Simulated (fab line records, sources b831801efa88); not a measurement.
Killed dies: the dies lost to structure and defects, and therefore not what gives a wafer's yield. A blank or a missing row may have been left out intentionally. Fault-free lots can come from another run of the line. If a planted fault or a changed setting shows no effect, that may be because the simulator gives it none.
Which tool was responsible? || flow gf180mcu || 13 lots, 39 wafers sampled, at 3 steps of a route of 602

== WHAT THE GAUGES READ, wafer by wafer ==
GF_MIM_THK_MEAS_11: measures by xrf.
{"lot": "L619", "measured": "day 24 13:29", "on": "film-metro-04", "MIM_ALCU_THK (nm)": "197.8 199.5 203.2"}
{"lot": "L621", "measured": "day 25 04:40", "on": "film-metro-02", "MIM_ALCU_THK (nm)": "200.4 197.2 198.5"}
{"lot": "L622", "measured": "day 25 16:10", "on": "film-metro-04", "MIM_ALCU_THK (nm)": "198.1 197.3 199.6"}
{"lot": "L624", "measured": "day 26 07:18", "on": "film-metro-02", "MIM_ALCU_THK (nm)": "198.5 195.8 198.2"}
{"lot": "L625", "measured": "day 26 14:46", "on": "film-metro-02", "MIM_ALCU_THK (nm)": "197.1 197.0 195.8"}
{"lot": "L626", "measured": "day 26 20:05", "on": "film-metro-03", "MIM_ALCU_THK (nm)": "204.1 201.2 201.7"}
{"lot": "L627", "measured": "day 27 06:52", "on": "film-metro-03", "MIM_ALCU_THK (nm)": "203.0 199.2 205.2"}
{"lot": "L629", "measured": "day 27 20:55", "on": "film-metro-02", "MIM_ALCU_THK (nm)": "192.7 194.1 194.4"}
{"lot": "L632", "measured": "day 28 17:54", "on": "film-metro-02", "MIM_ALCU_THK (nm)": "199.9 198.8 203.0"}
{"lot": "L633", "measured": "day 29 00:32", "on": "film-metro-04", "MIM_ALCU_THK (nm)": "197.1 198.5 197.6"}
{"lot": "L637", "measured": "day 30 06:04", "on": "film-metro-02", "MIM_ALCU_THK (nm)": "192.5 197.2 195.6"}
{"lot": "L641", "measured": "day 31 05:09", "on": "film-metro-03", "MIM_ALCU_THK (nm)": "200.6 203.9 198.8"}
{"lot": "L642", "measured": "day 31 11:41", "on": "film-metro-02", "MIM_ALCU_THK (nm)": "197.1 199.5 198.4"}

== WHAT TOOL EACH LOT RAN ON (gives the tool, then ch and the chambers of the sampled wafers, and finally the start) ==
{"lot": "L619", "GF_M2_SPUTTER_00": "pvd-sputter-02, day 18 08:14", "GF_V4_SPUTTER_22": "pvd-sputter-02, day 24 12:19"}
{"lot": "L621", "GF_M2_SPUTTER_00": "pvd-sputter-02, day 18 23:02", "GF_V4_SPUTTER_22": "pvd-sputter-04, day 25 03:31"}
{"lot": "L622", "GF_M2_SPUTTER_00": "pvd-sputter-02, day 19 11:05", "GF_V4_SPUTTER_22": "pvd-sputter-03, day 25 15:01"}
{"lot": "L624", "GF_M2_SPUTTER_00": "pvd-sputter-02, day 20 05:59", "GF_V4_SPUTTER_22": "pvd-sputter-04, day 26 06:08"}
{"lot": "L625", "GF_M2_SPUTTER_00": "pvd-sputter-02, day 20 13:49", "GF_V4_SPUTTER_22": "pvd-sputter-04, day 26 13:36"}
{"lot": "L626", "GF_M2_SPUTTER_00": "pvd-sputter-01, day 20 21:08", "GF_V4_SPUTTER_22": "pvd-sputter-03, day 26 18:53"}
{"lot": "L627", "GF_M2_SPUTTER_00": "pvd-sputter-02, day 21 09:02", "GF_V4_SPUTTER_22": "pvd-sputter-03, day 27 05:41"}
{"lot": "L629", "GF_M2_SPUTTER_00": "pvd-sputter-04, day 22 01:02", "GF_V4_SPUTTER_22": "pvd-sputter-04, day 27 19:44"}
{"lot": "L632", "GF_M2_SPUTTER_00": "pvd-sputter-01, day 23 00:50", "GF_V4_SPUTTER_22": "pvd-sputter-03, day 28 16:42"}
{"lot": "L633", "GF_M2_SPUTTER_00": "pvd-sputter-02, day 23 10:24", "GF_V4_SPUTTER_22": "pvd-sputter-04, day 28 23:21"}
{"lot": "L637", "GF_M2_SPUTTER_00": "pvd-sputter-02, day 24 18:53", "GF_V4_SPUTTER_22": "pvd-sputter-03, day 30 04:54"}
{"lot": "L641", "GF_M2_SPUTTER_00": "pvd-sputter-02, day 25 20:50", "GF_V4_SPUTTER_22": "pvd-sputter-03, day 31 03:59"}
{"lot": "L642", "GF_M2_SPUTTER_00": "pvd-sputter-02, day 26 06:28", "GF_V4_SPUTTER_22": "pvd-sputter-04, day 31 10:26"}
- GF_M2_SPUTTER_00: material Ti, target thk 37.5 nm, time 150 s.
- GF_V4_SPUTTER_22: material TiN, target thk 10 nm, time 40 s.

== WHAT THE TOOLS THEMSELVES READ (means of the sampled wafers that have a number; where no wafer has one, the mark that the record gives instead) ==
GF_M2_SPUTTER_00.
{"lot": "L619", "tool": "pvd-sputter-02", "cathode-dc-power-W (W)": 4000.1, "throttle-valve-pct (%)": 29.2}
{"lot": "L621", "tool": "pvd-sputter-02", "cathode-dc-power-W (W)": 4000.0, "throttle-valve-pct (%)": 29.6}
{"lot": "L622", "tool": "pvd-sputter-02", "cathode-dc-power-W (W)": 4000.8, "throttle-valve-pct (%)": 28.9}
{"lot": "L624", "tool": "pvd-sputter-02", "cathode-dc-power-W (W)": 4000.1, "throttle-valve-pct (%)": 28.3}
{"lot": "L625", "tool": "pvd-sputter-02", "cathode-dc-power-W (W)": 4000.7, "throttle-valve-pct (%)": 29.4}
{"lot": "L626", "tool": "pvd-sputter-01", "cathode-dc-power-W (W)": 3999.2, "throttle-valve-pct (%)": 29.9}
{"lot": "L627", "tool": "pvd-sputter-02", "cathode-dc-power-W (W)": 3999.2, "throttle-valve-pct (%)": 28.3}
{"lot": "L629", "tool": "pvd-sputter-04", "cathode-dc-power-W (W)": 3999.1, "throttle-valve-pct (%)": 29.7}
{"lot": "L632", "tool": "pvd-sputter-01", "cathode-dc-power-W (W)": 4000.1, "throttle-valve-pct (%)": 30.2}
{"lot": "L633", "tool": "pvd-sputter-02", "cathode-dc-power-W (W)": 3999.7, "throttle-valve-pct (%)": 27.5}
{"lot": "L637", "tool": "pvd-sputter-02", "cathode-dc-power-W (W)": 3999.3, "throttle-valve-pct (%)": 27.0}
{"lot": "L641", "tool": "pvd-sputter-02", "cathode-dc-power-W (W)": 3999.6, "throttle-valve-pct (%)": 27.7}
{"lot": "L642", "tool": "pvd-sputter-02", "cathode-dc-power-W (W)": 3999.8, "throttle-valve-pct (%)": 28.7}

GF_V4_SPUTTER_22.
{"lot": "L619", "tool": "pvd-sputter-02", "cathode-dc-power-W (W)": 3999.9, "throttle-valve-pct (%)": 28.4}
{"lot": "L621", "tool": "pvd-sputter-04", "cathode-dc-power-W (W)": 3999.4, "throttle-valve-pct (%)": 30.2}
{"lot": "L622", "tool": "pvd-sputter-03", "cathode-dc-power-W (W)": 4000.1, "throttle-valve-pct (%)": 30.3}
{"lot": "L624", "tool": "pvd-sputter-04", "cathode-dc-power-W (W)": 4000.0, "throttle-valve-pct (%)": 29.7}
{"lot": "L625", "tool": "pvd-sputter-04", "cathode-dc-power-W (W)": 4000.6, "throttle-valve-pct (%)": 29.1}
{"lot": "L626", "tool": "pvd-sputter-03", "cathode-dc-power-W (W)": 3999.4, "throttle-valve-pct (%)": 29.7}
{"lot": "L627", "tool": "pvd-sputter-03", "cathode-dc-power-W (W)": 4000.1, "throttle-valve-pct (%)": 30.6}
{"lot": "L629", "tool": "pvd-sputter-04", "cathode-dc-power-W (W)": 3999.9, "throttle-valve-pct (%)": 29.2}
{"lot": "L632", "tool": "pvd-sputter-03", "cathode-dc-power-W (W)": 4000.1, "throttle-valve-pct (%)": 30.3}
{"lot": "L633", "tool": "pvd-sputter-04", "cathode-dc-power-W (W)": 3998.8, "throttle-valve-pct (%)": 29.2}
{"lot": "L637", "tool": "pvd-sputter-03", "cathode-dc-power-W (W)": 4000.5, "throttle-valve-pct (%)": 30.6}
{"lot": "L641", "tool": "pvd-sputter-03", "cathode-dc-power-W (W)": 4000.3, "throttle-valve-pct (%)": 30.5}
{"lot": "L642", "tool": "pvd-sputter-04", "cathode-dc-power-W (W)": 3999.4, "throttle-valve-pct (%)": 29.6}

== THE ANSWER, worked out from the rows above alone ==
Rule: the usual values come from the lots themselves. The widest of any qualifying gaps counts: lots, ordered by their means at a reading, are off when they make up no more than a third of the lots, leave a main group of 4 or more, and stand apart from it by 3 or more times the standard deviation of that group's means. Not used: any main group whose means are identical at the precision the tables above print for the reading. Also off: a lot with no number at a reading for which 4 or more lots have one. The other lots that the step has rows for count as sound. After the gauges, taken in route order, come the tools' own readings; for these a lot's mean is taken, as printed above. The first step at which some lot is off is used, and at that step the reading that is off furthest; a lot without a number counts as furthest.
Across all readings shown, no lot is off: no conclusion can be drawn from this.

== WHAT THE SIMULATOR HAD PUT IN ==
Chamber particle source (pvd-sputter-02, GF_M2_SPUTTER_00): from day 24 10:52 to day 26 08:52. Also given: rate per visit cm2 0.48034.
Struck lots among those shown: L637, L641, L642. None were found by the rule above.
